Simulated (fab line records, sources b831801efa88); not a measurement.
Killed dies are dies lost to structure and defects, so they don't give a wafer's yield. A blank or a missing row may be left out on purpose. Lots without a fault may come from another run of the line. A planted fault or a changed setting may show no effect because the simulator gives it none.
One fault seen from 2 desks | flow gf180mcu | each desk has only its own numbers; what lay behind them comes last

THE METROLOGY DESK
What the gauges read, lot by lot, whatever tool the lot ran on: means of the sampled wafers that have a number. A lot is out of limits, marked OUT, if its mean lies more than 4 standard deviations from the usual mean; the brackets give that distance.
Columns: A = cd_nm at GF_STI_CD_MEAS_12, usual 219.8 nm
lot  | first seen here | A
L161 | day 2 01:29     | 219.1
L162 | day 2 07:33     | 219.8
L163 | day 2 12:48     | 219.2
L164 | day 2 16:50     | 219.9
L168 | day 3 14:17     | 220.2
L172 | day 4 09:36     | 218.2
L173 | day 4 15:13     | 219.6
L177 | day 5 12:16     | 219.0
L182 | day 6 13:37     | 218.6
L183 | day 6 18:28     | 220.7
L184 | day 6 23:45     | 220.1
This desk's finding: nothing out of limits on any of the 11 lots.

THE TOOL OWNER'S DESK: rie_si-02
The tool's own readings at GF_STI_ETCH_14 (etches Si in HBr/Cl2/O2, target depth 360 nm, time 102.9 s): means of the sampled wafers that have a number, for each lot that ran on this tool. A lot is out of limits, marked OUT, if its mean lies more than 4 standard deviations from the usual mean; the brackets give that distance.
Columns: A = chamber_pressure_mTorr at GF_STI_ETCH_14, usual 15.000 mTorr; B = drypump_motor_current_A at GF_STI_ETCH_14, usual 5.4 A; C = mfc_cl2_sccm at GF_STI_ETCH_14, usual 40.00 sccm; D = oes_product_au at GF_STI_ETCH_14, usual 0.996 a.u.; E = run_length_s at GF_STI_ETCH_14, usual 131.1 s; F = throttle_valve_pct at GF_STI_ETCH_14, usual 25.658 %
lot  | first seen here | A      | B   | C     | D     | E               | F
L162 | day 2 07:43     | 14.995 | 5.5 | 39.99 | 0.994 | 130.9           | 25.666
L163 | day 2 13:00     | 15.007 | 5.2 | 39.94 | 0.988 | 131.4           | 25.666
L164 | day 2 17:02     | 15.000 | 4.9 | 40.04 | 0.994 | 131.0           | 25.658
L168 | day 3 14:29     | 15.001 | 5.6 | 39.95 | 0.992 | 138.8 (+19) OUT | 25.661
L172 | day 4 09:48     | 15.003 | 5.4 | 40.05 | 0.995 | 139.4 (+21) OUT | 25.663
L173 | day 4 15:25     | 15.014 | 5.7 | 39.95 | 0.994 | 139.1 (+20) OUT | 25.655
This desk's finding: out of limits on L168, L172, L173; first on L168, day 3 14:29 (run_length_s at GF_STI_ETCH_14). In limits: L162, L163, L164.

PUT TOGETHER
The tool owner's desk could have raised an alarm at day 3 14:29, on L168, L172, L173.
The metrology desk saw nothing out of limits.
The metrology desk has L168, L172, L173 on record, within its limits.
Of the lots named, all ran GF_STI_ETCH_14 on rie_si-02.

WHAT THE SIMULATOR HAD PUT IN
Process parameter drift: rie_si-02, from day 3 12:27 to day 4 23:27, at GF_STI_ETCH_14. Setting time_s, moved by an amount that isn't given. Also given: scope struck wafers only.
Lots struck among those shown: L168, L172, L173.
Hours from the fault's start to each desk's first reading out of limits: the tool owner's desk, 2.
